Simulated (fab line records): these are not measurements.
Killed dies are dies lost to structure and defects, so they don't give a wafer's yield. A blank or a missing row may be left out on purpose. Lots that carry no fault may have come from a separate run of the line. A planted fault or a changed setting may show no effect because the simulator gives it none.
Struck lot and sound lot, side by side / flow sky130 / 34 out of 708 route steps
Sound: these wafers, L626.3, L626.4, L626.5. Struck: wafer L632.3. (L632.5 of the same lot was not struck and is left out.) The cause comes at the end.
For every step that has rows: the tool of each side, followed by ch and its chambers, followed by its first start. Under that, the readings that differ: sound wafers / struck wafers / difference of the means / sigmas: that difference in standard deviations of wafers without a fault.
alike: readings whose means differ by less than 2 such deviations, and words and numbers that are the same on both sides. not compared: withheld readings, readings that some wafer has no value for, bounds like >300 that may hide the same value, and numbers for which the record gives no deviation and whose values overlap.
A row with sigmas, a row that says differs or no value, or rows on one side alone: a step with any of these is where the two part. Numbers that don't overlap but have no deviation are shown without sigmas and don't part them. Lack of a reading on every wafer of one side parts them only where that side has two or more wafers.

first, 5 steps without rows for these wafers: SKY_FIELD_ISO_OXIDATION_01 (stabilise 600 s, purge 300 s, target thk 12 nm); SKY_FIELD_ISO_CVD_03 (deposits Si3N4 from DCS/NH3, target thk 165 nm, time 2830 s); SKY_FIELD_ISO_DEHYDRATE_05 (time 60 s); SKY_FIELD_ISO_HMDS_06 (prime time 60 s); SKY_FIELD_ISO_COAT_07 (resist thk 60 nm).
SKY_FIELD_ISO_COAT_08: resist thk 450 nm.
  sound on litho track-04 ch 0, day 2 05:00; struck on litho track-04 ch 0, day 3 13:00
reading=model.KrF-thick_of_FIELD_ISO_COAT_08.thk nm (nm); sound=450.1 450.2 451; struck=431.1; difference=-19.3; sigmas=
then, 5 steps without rows for these wafers: SKY_FIELD_ISO_SOFTBAKE_09 (time 90 s); SKY_FIELD_ISO_EXPOSE_10 (exposes mask FOM, target cd 150 nm); SKY_FIELD_ISO_PEB_11; SKY_FIELD_ISO_DEVELOP_12 (develop time 60 s); SKY_FIELD_ISO_ETCH_14 (etches BARC in N2/H2, stops on SiO2, time 45.9 s, target depth 60 nm).
SKY_FIELD_ISO_ETCH_15: etches the open film in CHF3/O2, stops on Si, target depth 180 nm, time 72 s.
  sound on rie diel-03 ch 0,1,3, day 2 13:21; struck on rie diel-04 ch 0, day 3 21:47
reading=model.KrF-thick_of_FIELD_ISO_COAT_08.thk nm (nm); sound=240.3 234.2 235.1; struck=216.7; difference=-19.8; sigmas=
  alike: drypump motor current A, oes product au, throttle valve pct
  not compared: rf hours counter h
SKY_FIELD_ISO_STRIP_16: strips in O2/N2.
  sound on plasma asher-03 ch 0,1, day 2 13:26; struck on plasma asher-01 ch 0, day 3 21:53
reading=oes product au (a.u.); sound=0.379 0.371 0.376; struck=0.362; difference=-0.013; sigmas=-3
reading=strip time to endpoint s (s); sound=3.59 3.54 3.55; struck=3.33; difference=-0.23; sigmas=-7
  alike: drypump motor current A
  not compared: rf hours counter h
then, 18 steps without rows for these wafers: SKY_FIELD_ISO_ETCH_17 (etches Si in HBr/Cl2/O2, target depth 342 nm, time 97.7 s); SKY_FIELD_ISO_WET_ETCH_18 (etches Si3N4 in H3PO4, target depth 25 nm, time 286 s); SKY_FIELD_ISO_CLEAN_19 (cleans in SC1/SC2, time 150 s); SKY_FIELD_ISO_CLEAN_20 (cleans in dHF, time 20 s); SKY_FIELD_ISO_WET_ETCH_21 (etches SiO2 in dHF, target depth 20 nm, time 400 s); SKY_FIELD_ISO_OXIDATION_22 (stabilise 600 s, purge 300 s, target thk 10 nm); SKY_FIELD_ISO_CVD_24 (deposits SiO2, target thk 595 nm, time 99.2 s); SKY_FIELD_ISO_ANNEAL_26 (time 1800 s); SKY_FIELD_ISO_CMP_27 (polishes, stops on Si3N4, t overpolish 16 s, target thk 457.8 nm); SKY_FIELD_ISO_WET_ETCH_28 (etches SiO2 in dHF, target depth 23.7 nm, time 47 s); SKY_FIELD_ISO_WET_ETCH_29 (etches Si3N4 in H3PO4, target depth 160 nm, time 1825 s); SKY_FIELD_ISO_WET_ETCH_30 (etches SiO2 in dHF, target depth 25 nm, time 50 s); SKY_NWELL_CLEAN_00 (cleans in SC1/SC2, time 150 s); SKY_NWELL_OXIDATION_01 (stabilise 600 s, purge 300 s, target thk 10 nm); SKY_DNWELL_DEHYDRATE_00 (time 60 s); SKY_DNWELL_HMDS_01 (prime time 60 s); SKY_DNWELL_COAT_02 (resist thk 3000 nm); SKY_DNWELL_SOFTBAKE_03.
-- the record jumps here: 28 days lie between the struck wafers' starts before and after (it left off in module DNWELL and takes up again in module LOCAL_INTERCONNECT, whose first step shown is number 398 of the route) --
SKY_LOCAL_INTERCONNECT_CD_MEAS_11: the cd target is 170 nm.
  sound: cd sem-02 at day 30 06:50; struck: cd sem-01 at day 32 08:44
  alike: cd nm
  not compared: hold
SKY_LOCAL_INTERCONNECT_OVL_MEAS_12:
  sound: overlay-02 at day 30 06:56; struck: overlay-02 at day 32 08:50
reading=LOCAL_INTERCONNECT_OVL (nm); sound=-15 -17 -20; struck=-5; difference=+12; sigmas=+3
  not compared: hold
-- the record jumps here: 15 days lie between the struck wafers' starts before and after (it left off in module LOCAL_INTERCONNECT and takes up again in module PAD_OPEN, whose first step shown is number 708 of the route) --
SKY_PAD_OPEN_PROBE_99:
  sound: prober-02 at day 45 20:16; struck: prober-02 at day 47 09:43
reading=killed at contacts; sound=31 27 25; struck=15; difference=-13; sigmas=-2
  alike: killed_at_M0_to_M3, killed_at_M4_up, killed at front end, killed at other, killed dies, killed open, killed short
  not compared: hold

WHERE THEY PART
Earliest at SKY_FIELD_ISO_STRIP_16; latest, in this record, at SKY_PAD_OPEN_PROBE_99.

WHY: the cause the simulator had injected
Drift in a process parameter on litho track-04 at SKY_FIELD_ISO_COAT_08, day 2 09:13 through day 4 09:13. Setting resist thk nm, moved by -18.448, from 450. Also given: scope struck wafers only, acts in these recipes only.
